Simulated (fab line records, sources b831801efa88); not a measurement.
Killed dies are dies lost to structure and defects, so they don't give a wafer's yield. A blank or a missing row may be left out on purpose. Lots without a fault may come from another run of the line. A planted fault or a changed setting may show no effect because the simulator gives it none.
One fault seen from 2 desks | flow sfq_line | each desk has only its own numbers; what lay behind them comes last

THE METROLOGY DESK
What the gauges read, lot by lot, whatever tool the lot ran on: means of the sampled wafers that have a number. A lot is out of limits, marked OUT, if its mean lies more than 4 standard deviations from the usual mean; the brackets give that distance.
Columns: A = INCOMING_BOW at SFQ_INCOMING_BOW_MEAS_900, usual 0 um
lot  | first seen here | A
L557 | day 1 15:00     | -6
L558 | day 1 20:00     | 1
L559 | day 2 01:00     | 1
L560 | day 2 06:00     | 2
L561 | day 2 11:00     | 2
L563 | day 2 21:01     | -4
L564 | day 3 02:00     | 2
L565 | day 3 07:00     | -2
L569 | day 4 03:02     | 7
L571 | day 4 13:02     | 3
L575 | day 5 09:02     | 3
L577 | day 5 19:00     | -2
L578 | day 6 00:01     | -2
L579 | day 6 05:00     | -3
This desk's finding: nothing out of limits on any of the 14 lots.

THE TOOL OWNER'S DESK: rie_metal-02
The tool's own readings at SFQ_TRILAYER_M1_ETCH_METAL_ETCH_042 (etches Nb in Cl2/Ar, stops on SiO2, target depth 240 nm, time 120 s): means of the sampled wafers that have a number, for each lot that ran on this tool. A lot is out of limits, marked OUT, if its mean lies more than 4 standard deviations from the usual mean; the brackets give that distance.
Columns: A = bias_w at SFQ_TRILAYER_M1_ETCH_METAL_ETCH_042, usual 80.03 W; B = drypump_motor_current_A at SFQ_TRILAYER_M1_ETCH_METAL_ETCH_042, usual 5.4 A; C = oes_product_au at SFQ_TRILAYER_M1_ETCH_METAL_ETCH_042, usual 0.896 a.u.
lot  | first seen here | A                | B   | C
L557 | day 17 10:07    | 79.96            | 5.4 | 0.884
L558 | day 17 14:55    | 79.84            | 5.1 | 0.897
L559 | day 18 00:31    | 79.90            | 5.7 | 0.888
L560 | day 18 02:55    | 80.25            | 5.4 | 0.906
L564 | day 20 00:37    | 80.21            | 5.7 | 0.896
L569 | day 23 13:38    | 77.81 (-9.6) OUT | 5.1 | 0.910
L571 | day 23 17:14    | 77.97 (-8.9) OUT | 5.1 | 0.903
L579 | day 26 21:59    | 80.01            | 5.4 | 0.881
This desk's finding: out of limits on L569, L571; first on L569, day 23 13:38 (bias_w at SFQ_TRILAYER_M1_ETCH_METAL_ETCH_042). In limits: L557, L558, L559, L560, L564, L579.

PUT TOGETHER
The tool owner's desk could have raised an alarm at day 23 13:38, on L569, L571.
The metrology desk saw nothing out of limits.
The metrology desk has L569, L571 on record, within its limits.
Of the lots named, all ran SFQ_TRILAYER_M1_ETCH_METAL_ETCH_042 on rie_metal-02.

WHAT THE SIMULATOR HAD PUT IN
Process parameter drift: rie_metal-02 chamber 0, from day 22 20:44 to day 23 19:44, at SFQ_TRILAYER_M1_ETCH_METAL_ETCH_042. Setting bias_w, moved by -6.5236, from 80. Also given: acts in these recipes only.
Lots struck among those shown: L569, L571.
Hours from the fault's start to each desk's first reading out of limits: the tool owner's desk, 17.
